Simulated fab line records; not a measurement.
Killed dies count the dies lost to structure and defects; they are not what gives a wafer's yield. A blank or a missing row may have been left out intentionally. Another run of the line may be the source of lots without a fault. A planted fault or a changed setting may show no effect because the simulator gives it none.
What tool caused it? + flow gf180mcu + 39 wafers from 13 lots sampled at 4 of the route's 602 steps

== WHAT THE GAUGES SHOWED, per wafer ==
GF_V1_RS_MEAS_24: measures by four-point-probe. Usual: for V1_W_RS the level is 0.328 ohm/sq and the standard deviation is 0.0036.
| lot  | measured     | on           | V1_W_RS (ohm/sq)  | flag |
|------|--------------|--------------|-------------------|------|
| L524 | day 19 03:47 | filmMetro-01 | 0.329 0.326 0.327 |      |
| L526 | day 19 09:51 | filmMetro-03 | 0.331 0.325 0.329 |      |
| L527 | day 20 02:36 | filmMetro-03 | 0.331 0.333 0.330 |      |
| L529 | day 21 02:23 | filmMetro-04 | 0.327 0.322 0.327 |      |
| L531 | day 21 10:11 | filmMetro-04 | 0.327 0.322 0.324 |      |
| L539 | day 24 00:33 | filmMetro-03 | 0.334 0.331 0.329 |      |
| L540 | day 24 10:27 | filmMetro-03 | 0.329 0.333 0.324 |      |
| L541 | day 24 13:47 | filmMetro-04 | 0.325 0.329 0.326 |      |
| L542 | day 24 19:16 | filmMetro-04 | 0.332 0.334 0.334 |      |
| L543 | day 25 05:01 | filmMetro-01 | 0.331 0.330 0.331 |      |
| L544 | day 25 14:39 | filmMetro-04 | 0.324 0.328 0.326 |      |
| L545 | day 25 17:48 | filmMetro-03 | 0.325 0.324 0.327 |      |
| L546 | day 25 21:41 | filmMetro-03 | 0.327 0.324 0.326 |      |

GF_M2_RS_MEAS_05: measures by four-point-probe. Usual: for M2_ALCU_RS the level is 0.0697 ohm/sq and the standard deviation is 0.00079.
| lot  | measured     | on           | M2_ALCU_RS (ohm/sq)  | flag |
|------|--------------|--------------|----------------------|------|
| L524 | day 19 04:29 | filmMetro-03 | 0.0703 0.0699 0.0699 |      |
| L526 | day 19 10:33 | filmMetro-04 | 0.0693 0.0700 0.0700 |      |
| L527 | day 20 03:18 | filmMetro-04 | 0.0697 0.0704 0.0705 |      |
| L529 | day 21 03:05 | filmMetro-03 | 0.0689 0.0712 0.0704 |      |
| L531 | day 21 10:55 | filmMetro-03 | 0.0702 0.0702 0.0704 |      |
| L539 | day 24 01:15 | filmMetro-04 | 0.0668 0.0685 0.0690 |      |
| L540 | day 24 11:09 | filmMetro-04 | 0.0685 0.0701 0.0698 |      |
| L541 | day 24 14:29 | filmMetro-03 | 0.0684 0.0695 0.0705 |      |
| L542 | day 24 19:58 | filmMetro-02 | 0.0709 0.0691 0.0707 |      |
| L543 | day 25 05:43 | filmMetro-03 | 0.0700 0.0691 0.0689 |      |
| L544 | day 25 15:23 | filmMetro-03 | 0.0716 0.0707 0.0708 |      |
| L545 | day 25 18:30 | filmMetro-03 | 0.0707 0.0696 0.0695 |      |
| L546 | day 25 22:23 | filmMetro-02 | 0.0707 0.0698 0.0695 |      |

== WHICH TOOL RAN EACH LOT (tool, then ch and the chambers of the sampled wafers, then the start) ==
| lot  | GF_V1_SPUTTER_22            | GF_V1_CMP_26                  |
|------|-----------------------------|-------------------------------|
| L524 | pvdSputter-02, day 19 03:36 | cmp-02 ch 0,1, day 19 03:56   |
| L526 | pvdSputter-02, day 19 09:42 | cmp-01 ch 0,1,2, day 19 10:02 |
| L527 | pvdSputter-02, day 20 02:27 | cmp-01 ch 0,1,3, day 20 02:47 |
| L529 | pvdSputter-02, day 21 02:11 | cmp-01 ch 1,2, day 21 02:35   |
| L531 | pvdSputter-02, day 21 10:02 | cmp-01 ch 1,2,3, day 21 10:22 |
| L539 | pvdSputter-02, day 24 00:24 | cmp-01 ch 0,2,3, day 24 00:44 |
| L540 | pvdSputter-01, day 24 10:18 | cmp-01 ch 0,1, day 24 10:38   |
| L541 | pvdSputter-04, day 24 13:35 | cmp-02 ch 0,2,3, day 24 14:01 |
| L542 | pvdSputter-04, day 24 19:07 | cmp-01 ch 0,3, day 24 19:29   |
| L543 | pvdSputter-04, day 25 04:52 | cmp-02 ch 0,2,3, day 25 05:14 |
| L544 | pvdSputter-02, day 25 14:30 | cmp-01 ch 0,1,3, day 25 14:55 |
| L545 | pvdSputter-02, day 25 17:39 | cmp-02 ch 0,1,3, day 25 17:59 |
| L546 | pvdSputter-02, day 25 21:30 | cmp-02 ch 0,1, day 25 21:50   |
- GF_V1_SPUTTER_22: material TiN, target thk 10 nm, time 40 s.
- GF_V1_CMP_26: polishes, stops on SiO2, t overpolish 15 s, target thk 0 nm.

== AS READ BY THE TOOLS THEMSELVES (means over the sampled wafers that have a number; for cases with no such wafer, the mark the record gives instead) ==
GF_V1_SPUTTER_22. Usual: cathodeDcPowerW 4000.1 W, standard deviation 0.75; throttleValvePct 30.1 %, standard deviation 0.97.
| lot  | tool          | cathodeDcPowerW (W) | throttleValvePct (%) | flag |
|------|---------------|---------------------|----------------------|------|
| L524 | pvdSputter-02 | 4000.9              | 30.0                 |      |
| L526 | pvdSputter-02 | 4000.2              | 30.0                 |      |
| L527 | pvdSputter-02 | 4000.1              | 29.9                 |      |
| L529 | pvdSputter-02 | 4080.9              | 29.9                 | OFF  |
| L531 | pvdSputter-02 | 4080.5              | 29.5                 | OFF  |
| L539 | pvdSputter-02 | 3999.1              | 29.8                 |      |
| L540 | pvdSputter-01 | 4000.2              | 31.0                 |      |
| L541 | pvdSputter-04 | 3999.5              | 30.4                 |      |
| L542 | pvdSputter-04 | 3999.8              | 29.7                 |      |
| L543 | pvdSputter-04 | 3999.9              | 29.9                 |      |
| L544 | pvdSputter-02 | 4000.4              | 29.2                 |      |
| L545 | pvdSputter-02 | 4000.8              | 29.9                 |      |
| L546 | pvdSputter-02 | 3999.7              | 29.7                 |      |

GF_V1_CMP_26. Usual: motorCurrentA at 10.8 A, with a standard deviation of 1.3.
| lot  | tool   | motorCurrentA (A) | flag |
|------|--------|-------------------|------|
| L524 | cmp-02 | 11.0              |      |
| L526 | cmp-01 | 10.7              |      |
| L527 | cmp-01 | 9.7               |      |
| L529 | cmp-01 | 10.2              |      |
| L531 | cmp-01 | 10.4              |      |
| L539 | cmp-01 | 10.3              |      |
| L540 | cmp-01 | 9.9               |      |
| L541 | cmp-02 | 12.0              |      |
| L542 | cmp-01 | 9.7               |      |
| L543 | cmp-02 | 12.2              |      |
| L544 | cmp-01 | 9.9               |      |
| L545 | cmp-02 | 11.4              |      |
| L546 | cmp-02 | 10.9              |      |

== THE ANSWER, worked out from the rows above alone ==
Rule: lot off if the mean of its wafers having a number is beyond 3 standard deviations from the usual mean. Also off: a lot with no number at a reading for which 4 or more lots have one. The other lots that the step has rows for count as sound. The gauges are gone through in route order, then the tools' own readings, and for those a lot's mean is taken as printed above. At the first step where some lot is off, the reading lying furthest off is the one used; lots without a number count as furthest.
Off: L529, L531, at GF_V1_SPUTTER_22 (cathodeDcPowerW).
If a tool, at that step or one of the process steps before it, ran each lot that is off and ran no sound lot following the first of them, it fits. Of those tried, none fits.

== WHAT THE SIMULATOR PUT IN ==
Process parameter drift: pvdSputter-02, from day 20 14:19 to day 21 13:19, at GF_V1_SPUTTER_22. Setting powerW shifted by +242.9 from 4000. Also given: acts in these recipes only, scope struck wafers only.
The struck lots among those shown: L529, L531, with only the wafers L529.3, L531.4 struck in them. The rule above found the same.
